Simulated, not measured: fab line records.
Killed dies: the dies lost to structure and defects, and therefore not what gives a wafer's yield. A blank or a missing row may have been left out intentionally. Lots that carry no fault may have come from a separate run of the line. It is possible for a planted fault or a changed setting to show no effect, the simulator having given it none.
Which tool is to blame?	flow sky130	33 wafers from 11 lots sampled at 3 of the route's 708 steps

## WHAT EACH GAUGE READ, for each wafer
SKY_FIELD_ISO_THK_MEAS_02.
lot	measured	on	FIELD_ISO_OXIDATION_00_THK (nm)
L333	day 1 12:25	film_metro-02	11.92 11.75 11.89
L335	day 1 22:04	film_metro-02	11.77 11.97 11.69
L336	day 2 02:38	film_metro-04	11.77 11.71 12.02
L337	day 2 08:32	film_metro-04	11.79 11.53 11.72
L338	day 2 12:58	film_metro-01	12.19 12.07 11.95
L339	day 2 17:38	film_metro-04	12.02 11.61 12.20
L340	day 2 23:20	film_metro-02	12.01 11.76 11.82
L348	day 4 16:47	film_metro-02	12.08 12.00 11.96
L349	day 4 21:10	film_metro-04	12.01 12.04 11.99
L350	day 5 00:40	film_metro-04	11.62 11.91 11.93
L352	day 5 10:38	film_metro-04	11.96 12.01 11.86

SKY_VT_ADJUST_HVTR_CD_MEAS_07: target cd 380 nm.
lot	measured	on	cd_nm (nm)
L333	day 9 10:16	cd_sem-01	377.5 377.1 380.6
L335	day 10 00:41	cd_sem-01	381.2 379.5 384.1
L336	day 10 08:13	cd_sem-02	377.2 379.6 379.5
L337	day 10 17:46	cd_sem-02	383.4 382.9 384.1
L338	day 10 23:14	cd_sem-01	378.3 377.5 377.9
L339	day 11 08:52	cd_sem-01	379.5 381.7 381.1
L340	day 11 14:58	cd_sem-02	377.7 377.9 372.5
L348	day 13 23:28	cd_sem-02	377.5 374.2 378.9
L349	day 14 06:09	cd_sem-01	381.7 378.1 380.0
L350	day 14 13:22	cd_sem-01	379.5 379.8 379.1
L352	day 15 05:10	cd_sem-02	376.9 377.7 378.4

## EACH LOT AND THE TOOL THAT RAN IT (in order: tool; ch and the chambers of the sampled wafers; start)
lot	SKY_FIELD_ISO_ETCH_14
L333	rie_diel-01 ch 1,2,3, day 2 06:23
L335	rie_diel-01 ch 1,2,3, day 2 14:31
L336	rie_diel-01 ch 0,1,3, day 2 19:31
L337	rie_diel-02 ch 1,2,3, day 3 01:43
L338	rie_diel-02 ch 1,2, day 3 07:19
L339	rie_diel-02 ch 0,1,3, day 3 11:59
L340	rie_diel-01 ch 0,2, day 3 18:08
L348	rie_diel-01 ch 1,2, day 5 11:25
L349	rie_diel-01 ch 2,3, day 5 16:44
L350	rie_diel-02 ch 0,1,3, day 5 19:38
L352	rie_diel-02 ch 0,1, day 6 07:58
- SKY_FIELD_ISO_ETCH_14: etches BARC in N2/H2, stops on SiO2, time 45.9 s, target depth 60 nm.

## AS READ BY THE TOOLS THEMSELVES (means over the sampled wafers that have a number; for cases with no such wafer, the mark the record gives instead)
SKY_FIELD_ISO_ETCH_14.
lot	tool	drypump_motor_current_A (A)	oes_product_au (a.u.)	throttle_valve_pct (%)
L333	rie_diel-01	5.5	0.858	13.214
L335	rie_diel-01	5.5	0.851	13.217
L336	rie_diel-01	5.4	0.855	13.220
L337	rie_diel-02	5.5	0.857	13.231
L338	rie_diel-02	5.7	0.857	13.225
L339	rie_diel-02	5.6	0.858	13.224
L340	rie_diel-01	5.8	0.854	13.231
L348	rie_diel-01	5.2	0.854	13.230
L349	rie_diel-01	5.8	0.854	13.227
L350	rie_diel-02	5.6	0.856	13.220
L352	rie_diel-02	5.8	0.851	13.228

## THE ANSWER, worked out from the rows above alone
Rule: what is usual is taken from the lots themselves. The widest of any qualifying gaps counts: lots, ordered by their means at a reading, are off when they make up no more than a third of the lots, leave a main group of 4 or more, and stand apart from it by 3 or more times the standard deviation of that group's means. Not used: any main group whose means are identical at the precision the tables above print for the reading. A lot without any number at a reading at which 4 lots or more have one is off too. Any other lot the step has rows for is counted as sound. The gauges are gone through in route order, then the tools' own readings, and for those a lot's mean is taken as printed above. At the first step where some lot is off, the reading lying furthest off is the one used; lots without a number count as furthest.
Nothing can be told from this: no lot is off at any reading shown.

## WHAT HAD BEEN PUT IN BY THE SIMULATOR
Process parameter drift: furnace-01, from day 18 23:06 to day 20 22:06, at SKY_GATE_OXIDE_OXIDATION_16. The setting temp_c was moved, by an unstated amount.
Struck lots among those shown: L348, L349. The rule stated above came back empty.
